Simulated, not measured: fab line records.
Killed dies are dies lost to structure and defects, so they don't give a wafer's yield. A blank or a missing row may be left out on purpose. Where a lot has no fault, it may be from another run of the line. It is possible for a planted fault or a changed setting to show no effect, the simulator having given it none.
The tool behind it: which one? || flow gf180mcu || at 1 step of a route of 602, 13 lots with 39 wafers sampled

## WHAT THE GAUGES READ, wafer by wafer
GF_V3_OVL_MEAS_15. Usual: for V3_OVL the level is 4 nm and the standard deviation is 5.6.
{"lot": "L130", "measured": "day 23 04:04", "on": "overlay-01", "V3_OVL (nm)": "3 -1 9", "flag": ""}
{"lot": "L132", "measured": "day 23 21:44", "on": "overlay-02", "V3_OVL (nm)": "-1 6 0", "flag": ""}
{"lot": "L133", "measured": "day 23 22:04", "on": "overlay-01", "V3_OVL (nm)": "16 14 9", "flag": ""}
{"lot": "L135", "measured": "day 24 17:31", "on": "overlay-01", "V3_OVL (nm)": "5 3 7", "flag": ""}
{"lot": "L138", "measured": "day 25 07:04", "on": "overlay-02", "V3_OVL (nm)": "7 9 10", "flag": ""}
{"lot": "L146", "measured": "day 27 19:52", "on": "overlay-01", "V3_OVL (nm)": "2 5 9", "flag": ""}
{"lot": "L147", "measured": "day 28 01:43", "on": "overlay-02", "V3_OVL (nm)": "-1 0 1", "flag": ""}
{"lot": "L148", "measured": "day 28 07:16", "on": "overlay-01", "V3_OVL (nm)": "-1 0 0", "flag": ""}
{"lot": "L149", "measured": "day 28 09:55", "on": "overlay-02", "V3_OVL (nm)": "12 11 13", "flag": ""}
{"lot": "L150", "measured": "day 28 20:04", "on": "overlay-01", "V3_OVL (nm)": "8 5 9", "flag": ""}
{"lot": "L151", "measured": "day 28 22:43", "on": "overlay-01", "V3_OVL (nm)": "3 -8 -1", "flag": ""}
{"lot": "L152", "measured": "day 29 06:23", "on": "overlay-02", "V3_OVL (nm)": "-1 3 -2", "flag": ""}
{"lot": "L153", "measured": "day 29 10:05", "on": "overlay-02", "V3_OVL (nm)": "11 6 0", "flag": ""}

## WHICH TOOL RAN EACH LOT (tool, then ch and the chambers of the sampled wafers, then the start)
Record: no process step prior to these readings.

## WHAT THE TOOLS THEMSELVES READ (means of the sampled wafers that have a number; where no wafer has one, the mark that the record gives instead)
The record holds no such reading with a usual standard deviation.

## THE ANSWER, worked out from the rows above alone
Rule: a lot is off if the mean of its wafers that have a number lies more than 3 standard deviations from the usual mean. A lot without any number at a reading at which 4 lots or more have one is off too. Where the step has rows for the other lots, those lots are counted as sound. First the gauges in route order, then the tools' own readings, where a lot's mean is used as printed above. At the first step where some lot is off, the reading lying furthest off is the one used; lots without a number count as furthest.
Nothing can be told from this: no lot is off at any reading shown.

## WHAT THE SIMULATOR HAD PUT IN
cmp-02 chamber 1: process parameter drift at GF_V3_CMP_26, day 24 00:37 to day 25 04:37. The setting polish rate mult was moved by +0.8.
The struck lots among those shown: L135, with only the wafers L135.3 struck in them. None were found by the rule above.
